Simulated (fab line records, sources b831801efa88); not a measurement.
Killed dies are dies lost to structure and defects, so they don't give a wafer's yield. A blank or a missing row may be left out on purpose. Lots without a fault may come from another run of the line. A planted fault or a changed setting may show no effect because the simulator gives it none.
Problem report in the 8D (eight disciplines) form, filled by code | flow gf180mcu | the parts of the form that need people (team, actions taken, sign-off) are left out

1. THE PROBLEM
chamber_pressure_Torr at GF_V1_CVD_23 reads a mean of 42.97 Torr on 4 wafers of 3 lots; wafers without a fault read 40.01 Torr with a standard deviation of 0.095. That is +31 standard deviations from the usual mean.
The step: deposits W, target thk 350 nm, time 105.05 s.
First seen on wafer L128.6, day 20 06:13, on cvd_w-01. The record holds 21 wafers of 7 lots with a number at this step. Rule for "out", or "out of limits": more than 4 standard deviations from the usual mean. The other wafers with a number count as sound.

2. WHAT IT IS AND WHAT IT IS NOT
question                    | is                             | is not
which readings at this step | chamber_pressure_Torr          | heater_power_w
which lots                  | L128, L129, L131               | L139, L141, L143, L146
which wafers of those lots  | L128.6, L129.3, L131.2, L131.6 | L128.4, L128.5, L129.1, L129.5, L131.3
read on which tools         | cvd_w-01                       | cvd_w-02
when                        | from day 20 06:13              | up to then (2 sound wafers); but 15 sound wafers of L129, L131, L139, L141, L143, L146 came after

3. SUSPECTS, AND WHAT RULES EACH OUT
Counting: a tool at a process step up to the reading stays a suspect if it ran every lot that is out. Sound lots after the first of them don't rule it out here, since some wafers of a struck lot are sound.
- cvd_w-01 at GF_V1_CVD_23 (deposits W, target thk 350 nm, time 105.05 s): kept. It ran every lot that is out, first L128 (day 20 06:13). Its own readings are out on those wafers: chamber_pressure_Torr.
- Within cvd_w-01 at GF_V1_CVD_23: the wafers that are out ran in chamber 1; their sound lot-mates ran in chamber 0.
Left after counting: cvd_w-01 at GF_V1_CVD_23.

4. THE CAUSE (what the simulator had put in)
Process parameter drift: cvd_w-01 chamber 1, from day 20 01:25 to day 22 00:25, at GF_V1_CVD_23. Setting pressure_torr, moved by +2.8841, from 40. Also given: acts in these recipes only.
Counting left only this tool.

5. THE CHAIN OF EFFECTS, in route order
Each row: a reading whose mean over the struck wafers that have a number lies more than 3 standard deviations from the usual. Only readings for which the record gives a usual standard deviation are gone through. hours: the time from each lot's start at the first step in this table that gives one to its start at this step, as a median over the lots. sigmas: the change in usual standard deviations.
hours | step         | reading               | usual      | on struck wafers | change | sigmas
0     | GF_V1_CVD_23 | chamber_pressure_Torr | 40.01 Torr | 42.97            | +2.96  | +31
The process steps in it:
- GF_V1_CVD_23: deposits W, target thk 350 nm, time 105.05 s.
Later measuring or inspecting steps at which every struck wafer that the step has a row for has a number for every such reading, and none has moved that far: GF_V1_RS_MEAS_24.

6. WHAT WOULD HAVE CAUGHT IT SOONER
In this record the first reading out of limits was taken at day 20 06:13, 5 hours after the fault began at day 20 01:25.
